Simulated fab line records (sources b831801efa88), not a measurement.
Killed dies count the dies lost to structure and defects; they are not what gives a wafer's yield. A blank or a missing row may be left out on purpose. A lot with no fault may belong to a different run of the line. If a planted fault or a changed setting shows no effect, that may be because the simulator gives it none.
fab line records -- flow gf180mcu
[record] lots = 14, wafers = 42, last-day = 34
route steps=602 shown PSD@254 M1@321 V1@350
lots with no fault: from the same line, run without faults
start-h: hours from the record's opening day to when the first of the lot's shown wafers began -- wait-h: how many hours have passed since the lot's step before this one -- " unchanged from the row above -- L1.1+2: a row that stands for several wafers -- - no value, or no start was given -- * or withheld: withheld -- < > ~ a bound
route shown NAME@n: a module of which the file shows steps, and the number in the route of the first -- usual: the fault-free wafers' mean and standard deviation -- same: alike in all rows -- chamber/n: place in a boat -- sites: the reading at each site -- _std_site: the standard deviation of these -- _edge_site: mean of outer sites minus mean of inner sites -- radius-mm: how far each site lies from the wafer's centre -- mask NAME#n: copy n -- behind: the tool/chamber that last shaped the wafer -- hold: why the lot went on hold/how many hours it stayed there/how the hold came to an end -- device: the transistor (n, p or np) that didn't switch -- end of line: tests of these same wafers at the route's end -- step lacking rows: just its recipe -- killed: count of dies lost to structure and defects at first sort (not the wafer's yield) -- map: a wafer's dies, x killed, . not, _ none there
set.NAME: the setting that was run; set.NAME@STEP: the one run at that earlier step -- model.NAME: the simulator's own value behind a step, which no gauge read
the route's steps for a sample of lots (tables are steps, rows are wafers)
services: the hour from which a tool's chamber was out of use, counted from the record's first day as start-h (under 0 if before that day), plus the number of hours and why
[[steps]]
[step GF_PSD_DEVELOP_06]
[recipe] develop-time-s = 60, dev-temp-c = 23
lot.wafer,tool,chamber,start-h,wait-h
L614.1+4+5,litho-track-04,0,338.67,0.1
L615.2+3+4,litho-track-01,0,343.45,0.1
L617.1+3+4,litho-track-02,0,372.23,0.1
L616.1+2+5,litho-track-04,0,372.72,0.1
L619.1+4+6,litho-track-04,0,381.77,0.1
L620.3+4+6,litho-track-02,0,399.78,0.1
L621.1+3+5,litho-track-01,0,408.13,0.1
L623.1+4+5,litho-track-02,0,414.78,0.1
L624.1+3+4,litho-track-04,0,416.42,0.1
L625.3+4+6,litho-track-02,0,437.43,0.1
L626.1+3+5,litho-track-01,0,455.63,0.1
L629.2+3+6,litho-track-01,0,477.65,0.1
L631.2+3+6,litho-track-04,0,500.45,0.1
L633.1+2+6,litho-track-01,0,504.48,0.1
[step GF_PSD_CD_MEAS_07]
[recipe] target-cd-nm = 400
[usual] cd-nm = 400.0/2.3
lot.wafer,tool,chamber,start-h,wait-h,cd-nm
L614.1,cd-sem-02,-,338.82,0.1,398.5
L614.4,cd-sem-02,-,338.82,0.1,400.4
L614.5,cd-sem-02,-,338.82,0.1,398.2
L615.2,cd-sem-01,-,343.60,0.1,403.9
L615.3,cd-sem-01,-,343.60,0.1,400.6
L615.4,cd-sem-01,-,343.60,0.1,401.0
L617.1,cd-sem-01,-,372.38,0.1,402.6
L617.3,cd-sem-01,-,372.38,0.1,401.3
L617.4,cd-sem-01,-,372.38,0.1,403.7
L616.1,cd-sem-01,-,372.87,0.1,401.5
L616.2,cd-sem-01,-,372.87,0.1,399.7
L616.5,cd-sem-01,-,372.87,0.1,399.9
L619.1,cd-sem-01,-,381.92,0.1,397.1
L619.4,cd-sem-01,-,381.92,0.1,396.8
L619.6,cd-sem-01,-,381.92,0.1,397.7
L620.3,cd-sem-02,-,399.92,0.1,403.2
L620.4,cd-sem-02,-,399.92,0.1,401.3
L620.6,cd-sem-02,-,399.92,0.1,402.6
L621.1,cd-sem-01,-,408.28,0.1,396.4
L621.3,cd-sem-01,-,408.28,0.1,398.1
L621.5,cd-sem-01,-,408.28,0.1,399.0
L623.1,cd-sem-02,-,414.93,0.1,397.8
L623.4,cd-sem-02,-,414.93,0.1,396.7
L623.5,cd-sem-02,-,414.93,0.1,393.9
L624.1,cd-sem-02,-,416.57,0.1,398.3
L624.3,cd-sem-02,-,416.57,0.1,400.3
L624.4,cd-sem-02,-,416.57,0.1,400.2
L625.3,cd-sem-02,-,437.57,0.1,396.5
L625.4,cd-sem-02,-,437.57,0.1,397.4
L625.6,cd-sem-02,-,437.57,0.1,397.8
L626.1,cd-sem-01,-,455.78,0.1,403.6
L626.3,cd-sem-01,-,455.78,0.1,404.0
L626.5,cd-sem-01,-,455.78,0.1,403.9
L629.2,cd-sem-02,-,477.80,0.1,410.1
L629.3,cd-sem-02,-,477.80,0.1,407.9
L629.6,cd-sem-02,-,477.80,0.1,410.6
L631.2,cd-sem-01,-,500.59,0.1,402.5
L631.3,cd-sem-01,-,500.59,0.1,401.8
L631.6,cd-sem-01,-,500.59,0.1,400.5
L633.1,cd-sem-01,-,504.63,0.1,404.2
L633.2,cd-sem-01,-,504.63,0.1,407.9
L633.6,cd-sem-01,-,504.63,0.1,405.9
[step GF_M1_THK_MEAS_06]
[recipe] thk-meas-gauge = xrf, reads = AlCu_of_M1_SPUTTER_02
[usual] M1_ALCU_THK = 441/5.3
lot.wafer,tool,chamber,start-h,wait-h,M1_ALCU_THK[nm]
L614.1,film-metro-02,-,387.19,0.1,453
L614.4,film-metro-02,-,387.19,0.1,451
L614.5,film-metro-02,-,387.19,0.1,454
L615.2,film-metro-01,-,391.49,0.1,439
L615.3,film-metro-01,-,391.49,0.1,445
L615.4,film-metro-01,-,391.49,0.1,441
L617.1,film-metro-02,-,422.58,0.1,448
L617.3,film-metro-02,-,422.58,0.1,444
L617.4,film-metro-02,-,422.58,0.1,444
L616.1,film-metro-01,-,423.18,0.1,444
L616.2,film-metro-01,-,423.18,0.1,438
L616.5,film-metro-01,-,423.18,0.1,444
L619.1,film-metro-02,-,433.02,0.1,445
L619.4,film-metro-02,-,433.02,0.1,442
L619.6,film-metro-02,-,433.02,0.1,445
L620.3,film-metro-01,-,452.68,0.1,439
L620.4,film-metro-01,-,452.68,0.1,438
L620.6,film-metro-01,-,452.68,0.1,439
L621.1,film-metro-01,-,460.45,0.1,442
L621.3,film-metro-01,-,460.45,0.1,439
L621.5,film-metro-01,-,460.45,0.1,436
L623.1,film-metro-04,-,467.46,0.1,439
L623.4,film-metro-04,-,467.46,0.1,444
L623.5,film-metro-04,-,467.46,0.1,444
L624.1,film-metro-04,-,469.54,0.1,446
L624.3,film-metro-04,-,469.54,0.1,448
L624.4,film-metro-04,-,469.54,0.1,449
L625.3,film-metro-02,-,491.24,0.1,435
L625.4,film-metro-02,-,491.24,0.1,439
L625.6,film-metro-02,-,491.24,0.1,437
L626.1,film-metro-01,-,507.26,0.1,432
L626.3,film-metro-01,-,507.26,0.1,432
L626.5,film-metro-01,-,507.26,0.1,432
L629.2,film-metro-02,-,528.78,0.1,443
L629.3,film-metro-02,-,528.78,0.1,445
L629.6,film-metro-02,-,528.78,0.1,452
L631.2,film-metro-04,-,550.78,0.1,449
L631.3,film-metro-04,-,550.78,0.1,442
L631.6,film-metro-04,-,550.78,0.1,437
L633.1,film-metro-02,-,554.30,0.1,441
L633.2,film-metro-02,-,554.30,0.1,444
L633.6,film-metro-02,-,554.30,0.1,444
[step GF_V1_OVL_MEAS_15]
[usual] V1_OVL = -2/5.2
lot.wafer,tool,chamber,start-h,wait-h,V1_OVL[nm]
L614.1,overlay-01,-,435.29,0.1,-6
L614.4,overlay-01,-,435.29,0.1,1
L614.5,overlay-01,-,435.29,0.1,2
L615.2,overlay-01,-,439.26,0.1,-4
L615.3,overlay-01,-,439.26,0.1,-1
L615.4,overlay-01,-,439.26,0.1,-6
L617.1,overlay-02,-,473.00,0.1,-2
L617.3,overlay-02,-,473.00,0.1,0
L617.4,overlay-02,-,473.00,0.1,5
L616.1,overlay-01,-,474.65,0.1,-1
L616.2,overlay-01,-,474.65,0.1,-3
L616.5,overlay-01,-,474.65,0.1,-1
L619.1,overlay-02,-,483.40,0.1,-5
L619.4,overlay-02,-,483.40,0.1,-21
L619.6,overlay-02,-,483.40,0.1,-13
L620.3,overlay-02,-,502.91,0.1,0
L620.4,overlay-02,-,502.91,0.1,-3
L620.6,overlay-02,-,502.91,0.1,3
L621.1,overlay-02,-,509.75,0.1,-1
L621.3,overlay-02,-,509.75,0.1,-7
L621.5,overlay-02,-,509.75,0.1,-3
L623.1,overlay-01,-,515.55,0.1,-12
L623.4,overlay-01,-,515.55,0.1,-8
L623.5,overlay-01,-,515.55,0.1,-3
L624.1,overlay-01,-,518.89,0.1,-10
L624.3,overlay-01,-,518.89,0.1,3
L624.4,overlay-01,-,518.89,0.1,-4
L625.3,overlay-01,-,538.41,0.1,-2
L625.4,overlay-01,-,538.41,0.1,6
L625.6,overlay-01,-,538.41,0.1,4
L626.1,overlay-01,-,554.54,0.1,0
L626.3,overlay-01,-,554.54,0.1,-4
L626.5,overlay-01,-,554.54,0.1,5
L629.2,overlay-01,-,573.61,0.1,-3
L629.3,overlay-01,-,573.61,0.1,0
L629.6,overlay-01,-,573.61,0.1,4
L631.2,overlay-02,-,595.10,0.1,3
L631.3,overlay-02,-,595.10,0.1,5
L631.6,overlay-02,-,595.10,0.1,-2
L633.1,overlay-01,-,599.09,0.1,-1
L633.2,overlay-01,-,599.09,0.1,-3
L633.6,overlay-01,-,599.09,0.1,-8
[step GF_V1_CMP_26]
[recipe] stop-on = SiO2, down-force-psi = 3.5, platen-rpm = 60, t-overpolish-s = 15, target-thk-nm = 0, pad-velocity-m-s = 0.94248
[usual] edge-zone-pressure-frac = 1.001/0.0047, motor-current-A = 11.0/1.3, overpolish-run-s = 15.000/0.0091, time-to-endpoint-s = 83/4.3
lot.wafer,tool,chamber,start-h,wait-h,edge-zone-pressure-frac,motor-current-A,overpolish-run-s,time-to-endpoint-s
L614.1,cmp-01,3,436.43,0.1,0.999,9.7,14.997,77
L614.4,cmp-01,1,436.43,0.1,1.001,12.2,15.004,83
L614.5,cmp-01,2,436.43,0.1,0.997,12.2,14.988,80
L615.4,cmp-02,1,440.34,0.0,1.006,9.0,14.994,86
L615.2,cmp-02,2,440.34,0.0,1.004,12.2,15.021,82
L615.3,cmp-02,0,440.34,0.0,1.003,9.9,15.010,85
L617.3,cmp-01,1,474.09,0.0,1.005,11.6,15.015,84
L617.4,cmp-01,3,474.09,0.0,0.995,9.9,15.009,83
L617.1,cmp-01,0,474.09,0.0,0.999,11.4,15.008,83
L616.2,cmp-02,2,475.86,0.0,1.000,12.8,15.006,85
L616.1,cmp-02,0,475.86,0.0,1.001,9.7,14.990,91
L616.5,cmp-02,2,475.86,0.0,1.002,12.7,15.000,85
L619.4,cmp-01,1,484.57,0.1,1.001,11.3,14.994,86
L619.1,cmp-01,3,484.57,0.1,1.003,9.2,15.000,83
L619.6,cmp-01,0,484.57,0.1,1.005,11.5,15.005,85
L620.3,cmp-01,0,504.04,0.1,1.008,11.6,14.973,77
L620.4,cmp-01,1,504.04,0.1,1.003,11.5,14.988,80
L620.6,cmp-01,3,504.04,0.1,0.995,10.0,14.989,78
L621.1,cmp-02,1,510.89,0.1,1.004,8.9,14.991,88
L621.3,cmp-02,2,510.89,0.1,0.999,13.1,14.996,78
L621.5,cmp-02,1,510.89,0.1,0.998,8.8,14.998,92
L623.4,cmp-01,1,516.67,0.0,1.011,11.8,14.999,82
L623.1,cmp-01,0,516.67,0.0,0.994,11.6,15.011,80
L623.5,cmp-01,1,516.67,0.0,1.008,11.6,14.996,86
L624.1,cmp-01,1,520.05,0.1,0.993,12.1,15.005,81
L624.3,cmp-01,3,520.05,0.1,1.004,9.4,15.001,73
L624.4,cmp-01,0,520.05,0.1,0.997,11.5,14.989,74
L625.4,cmp-02,0,539.49,0.0,0.994,10.4,15.006,90
L625.3,cmp-02,3,539.49,0.0,0.992,10.2,14.990,86
L625.6,cmp-02,1,539.49,0.0,1.012,8.9,15.008,92
L626.3,cmp-01,3,555.97,0.0,1.000,9.7,15.013,80
L626.1,cmp-01,2,555.97,0.0,1.001,12.9,14.996,81
L626.5,cmp-01,0,555.97,0.0,1.003,11.0,14.998,86
L629.2,cmp-01,2,574.69,0.0,1.005,12.2,14.995,80
L629.3,cmp-01,3,574.69,0.0,0.994,9.7,14.996,78
L629.6,cmp-01,3,574.69,0.0,1.000,9.8,14.989,83
L631.3,cmp-02,2,596.34,0.0,1.005,12.9,15.002,81
L631.2,cmp-02,3,596.34,0.0,0.988,10.6,15.004,83
L631.6,cmp-02,3,596.34,0.0,0.991,9.5,14.992,85
L633.2,cmp-01,1,600.49,0.4,0.997,11.9,14.998,82
L633.1,cmp-01,2,600.49,0.4,0.998,11.5,15.003,78
L633.6,cmp-01,1,600.49,0.4,0.995,11.8,14.995,81
[[services]]
tool,chamber,start-h,hours,kind
cmp-02,-,317.81,9.9,repair
cmp-01,-,337.91,3.1,repair
cmp-01,-,344.14,1.3,repair
litho-track-02,-,347.24,-,consumable-replace:filter
cmp-01,-,362.28,2.1,repair
cmp-02,-,382.76,0.5,repair
cmp-02,-,395.01,0.9,repair
cmp-01,-,401.09,0.9,repair
cmp-01,-,404.27,4.0,pm
cmp-01,-,408.27,-,consumable-replace:conditioner
cmp-01,-,408.27,-,consumable-replace:pad
cmp-02,-,420.70,4.9,pm
cmp-02,-,430.62,9.4,pm
cmp-02,-,458.66,2.7,repair
cmp-01,-,514.98,1.4,repair
cmp-01,-,522.86,3.8,pm
cmp-02,-,542.64,2.3,repair
cmp-02,-,572.10,4.0,pm
cmp-02,-,576.10,-,consumable-replace:conditioner
cmp-02,-,576.10,-,consumable-replace:pad
cmp-02,-,591.76,0.2,repair
cmp-02,-,597.28,11.3,repair
[[key]]
[first-sign] step = GF_PSD_CD_MEAS_07, reading = cd-nm, direction = up, sigmas = 3.4, usual = 400.0, struck = 407.8, through = control-loop
effect none on later readings
met-at GF_PSD_DEVELOP_06
struck-lots L629,L633
tester-left-out L629,L633
[loop-trim] step = GF_PSD_EXPOSE_04, setting = dose, lots = L633
not-acting-at GF_M1_THK_MEAS_06,GF_V1_OVL_MEAS_15,GF_V1_CMP_26
onset-between 455.63 477.65
[fault] kind = process-parameter-drift, tool = litho-track-01, chamber = -, onset-h = 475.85, steps = GF_PSD_DEVELOP_06, channel = develop-time-s, offset = *, shape = step, end-h = 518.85, acts-in = *, stated = *
// tester-left-out: of these lots the tester's yield and bins aren't shown, on N5 and GAA mostly nor the transistor test; their killed dies are dies lost to structure and defects alone, not to doping, threshold or leakage, so they don't give the yield
// loop-trim: a control loop set the setting to another value than it would have without faults
